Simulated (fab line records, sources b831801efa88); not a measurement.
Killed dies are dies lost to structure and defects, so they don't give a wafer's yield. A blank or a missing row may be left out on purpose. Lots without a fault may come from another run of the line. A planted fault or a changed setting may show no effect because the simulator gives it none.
Which tool did it? | flow sky130 | 14 lots, 40 wafers sampled, at 3 steps of a route of 708

WHAT THE GAUGES READ, wafer by wafer
SKY_CAPM_RS_MEAS_03: measures by four-point-probe.
lot  | measured     | on            | CAPM_TIN_RS (ohm/sq)
L113 | day 36 01:10 | film_metro-02 | 6.90 6.95 6.92
L114 | day 36 09:45 | film_metro-02 | 6.89 6.95 6.91
L115 | day 36 16:35 | film_metro-02 | 6.96 6.92 6.88
L116 | day 36 23:53 | film_metro-02 | 7.02 7.01 7.05
L117 | day 37 08:44 | film_metro-01 | 6.86 6.86 6.85
L120 | day 39 06:07 | film_metro-03 | 6.83 6.75
L123 | day 39 14:59 | film_metro-02 | 6.82 6.84
L127 | day 40 21:37 | film_metro-03 | 6.83 6.90 6.91
L129 | day 41 06:38 | film_metro-02 | 6.81 6.83 6.75
L131 | day 42 01:49 | film_metro-02 | 6.94 6.97 6.90
L132 | day 42 06:23 | film_metro-02 | 6.77 6.77 6.76
L134 | day 42 19:51 | film_metro-03 | 6.83 6.88 6.87
L135 | day 42 20:56 | film_metro-02 | 6.75 6.73 6.78
L136 | day 43 00:10 | film_metro-01 | 6.93 6.88 6.87

WHICH TOOL RAN EACH LOT (tool, then ch and the chambers of the sampled wafers, then the start)
lot  | SKY_VIA2_SPUTTER_20          | SKY_METAL3_SPUTTER_02
L113 | pvd_sputter-03, day 36 00:08 | pvd_sputter-02, day 36 00:52
L114 | pvd_sputter-01, day 36 08:44 | pvd_sputter-01, day 36 09:28
L115 | pvd_sputter-03, day 36 15:23 | pvd_sputter-04, day 36 16:14
L116 | pvd_sputter-01, day 36 22:49 | pvd_sputter-02, day 36 23:33
L117 | pvd_sputter-03, day 37 07:38 | pvd_sputter-01, day 37 08:24
L120 | pvd_sputter-03, day 39 05:05 | pvd_sputter-01, day 39 05:49
L123 | pvd_sputter-02, day 39 13:59 | pvd_sputter-01, day 39 14:42
L127 | pvd_sputter-01, day 40 20:34 | pvd_sputter-04, day 40 21:16
L129 | pvd_sputter-01, day 41 05:35 | pvd_sputter-04, day 41 06:20
L131 | pvd_sputter-03, day 42 00:11 | pvd_sputter-02, day 42 01:29
L132 | pvd_sputter-02, day 42 05:21 | pvd_sputter-01, day 42 06:04
L134 | pvd_sputter-01, day 42 18:39 | pvd_sputter-01, day 42 19:34
L135 | pvd_sputter-02, day 42 19:53 | pvd_sputter-04, day 42 20:37
L136 | pvd_sputter-02, day 42 23:08 | pvd_sputter-01, day 42 23:52
- SKY_VIA2_SPUTTER_20: material TiN, target thk 20 nm, time 80 s.
- SKY_METAL3_SPUTTER_02: material AlCu, target thk 735 nm, time 39.1 s.

WHAT THE TOOLS THEMSELVES READ (means of the sampled wafers that have a number; where no wafer has one, the mark that the record gives instead)
SKY_VIA2_SPUTTER_20.
lot  | tool           | throttle_valve_pct (%)
L113 | pvd_sputter-03 | 29.6
L114 | pvd_sputter-01 | 30.2
L115 | pvd_sputter-03 | 30.6
L116 | pvd_sputter-01 | 30.2
L117 | pvd_sputter-03 | 29.7
L120 | pvd_sputter-03 | 30.4
L123 | pvd_sputter-02 | 29.6
L127 | pvd_sputter-01 | 31.2
L129 | pvd_sputter-01 | 31.2
L131 | pvd_sputter-03 | 29.7
L132 | pvd_sputter-02 | 29.0
L134 | pvd_sputter-01 | 31.0
L135 | pvd_sputter-02 | 29.6
L136 | pvd_sputter-02 | 30.0

SKY_METAL3_SPUTTER_02.
lot  | tool           | throttle_valve_pct (%)
L113 | pvd_sputter-02 | 29.1
L114 | pvd_sputter-01 | 31.4
L115 | pvd_sputter-04 | 30.0
L116 | pvd_sputter-02 | 29.1
L117 | pvd_sputter-01 | 30.3
L120 | pvd_sputter-01 | 30.9
L123 | pvd_sputter-01 | 30.6
L127 | pvd_sputter-04 | 30.3
L129 | pvd_sputter-04 | 30.5
L131 | pvd_sputter-02 | 29.0
L132 | pvd_sputter-01 | 30.4
L134 | pvd_sputter-01 | 30.6
L135 | pvd_sputter-04 | 30.2
L136 | pvd_sputter-01 | 30.4

THE ANSWER, worked out from the rows above alone
Rule: what is usual is taken from the lots themselves. Put in order of their means at a reading, lots are off if they are a third of the lots or fewer, leave a main group of 4 or more, and stand apart from it by a gap of 3 or more times the standard deviation of the main group's means; of several such gaps the widest counts. A main group whose means are all the same, to the digits that the tables above print for the reading, isn't used. A lot without any number at a reading at which 4 lots or more have one is off too. The other lots that the step has rows for count as sound. The gauges are gone through in route order, then the tools' own readings, and for those a lot's mean is taken as printed above. The first step at which some lot is off is used, and at that step the reading that is off furthest; a lot without a number counts as furthest.
No lot is off at any reading shown: from this, nothing can be told.

WHAT THE SIMULATOR HAD PUT IN
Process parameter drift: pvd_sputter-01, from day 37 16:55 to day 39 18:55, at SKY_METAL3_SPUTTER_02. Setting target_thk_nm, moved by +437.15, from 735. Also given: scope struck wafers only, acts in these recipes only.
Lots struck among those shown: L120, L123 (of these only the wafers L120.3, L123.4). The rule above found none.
